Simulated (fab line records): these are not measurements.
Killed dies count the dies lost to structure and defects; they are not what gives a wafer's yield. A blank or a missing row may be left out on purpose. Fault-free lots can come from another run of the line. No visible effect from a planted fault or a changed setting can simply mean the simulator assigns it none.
Which tool is to blame?	flow sky130	6 lots with 18 wafers sampled at 2 steps, on a route of 708 steps

## WHAT EACH GAUGE READ, for each wafer
SKY_SONOS_ONO_THK_MEAS_01.
lot	measured	on	SONOS_ONO_OXIDATION_THK (nm)
L697	day 11 21:47	filmMetro-02	2.56 2.62 2.65
L699	day 12 04:17	filmMetro-02	2.55 2.56 2.67
L701	day 14 02:53	filmMetro-04	2.64 2.57 2.64
L705	day 15 00:07	filmMetro-04	3.61 3.69 3.63
L706	day 15 09:31	filmMetro-03	3.68 3.69 3.64
L718	day 18 16:27	filmMetro-02	2.49 2.59 2.58

## EACH LOT AND THE TOOL THAT RAN IT (in order: tool; ch and the chambers of the sampled wafers; start)
lot	SKY_SONOS_ONO_OXIDATION_00
L697	furnace-02 ch 0, day 11 20:27
L699	furnace-02 ch 0, day 12 02:57
L701	furnace-01 ch 0, day 14 01:31
L705	furnace-01 ch 0, day 14 22:45
L706	furnace-01 ch 0, day 15 08:10
L718	furnace-01 ch 0, day 18 15:05
- SKY_SONOS_ONO_OXIDATION_00: stabilise 600 s, purge 300 s, target thk 2.6 nm.

## THE ANSWER, worked out from the rows above alone
Rule: usual is defined by the lots themselves. Put in order of their means at a reading, lots are off if they are a third of the lots or fewer, leave a main group of 4 or more, and stand apart from it by a gap of 3 or more times the standard deviation of the main group's means; of several such gaps the widest counts. The tables above print the reading to a certain number of digits; a main group whose means all agree to those digits is not used. A lot without any number at a reading at which 4 lots or more have one is off too. Any other lot the step has rows for is counted as sound.
Off: at SKY_SONOS_ONO_THK_MEAS_01 (SONOS_ONO_OXIDATION_THK), L705, L706. Mean 2.59 nm and standard deviation 0.025 in the main group.
If a tool, at a process step before that reading, ran all the lots that are off and no sound lot after the first of them, it fits. The gauges at SKY_SONOS_ONO_THK_MEAS_01 are tried like those tools. No candidate that was tried fits.

## WHAT THE SIMULATOR HAD INSERTED
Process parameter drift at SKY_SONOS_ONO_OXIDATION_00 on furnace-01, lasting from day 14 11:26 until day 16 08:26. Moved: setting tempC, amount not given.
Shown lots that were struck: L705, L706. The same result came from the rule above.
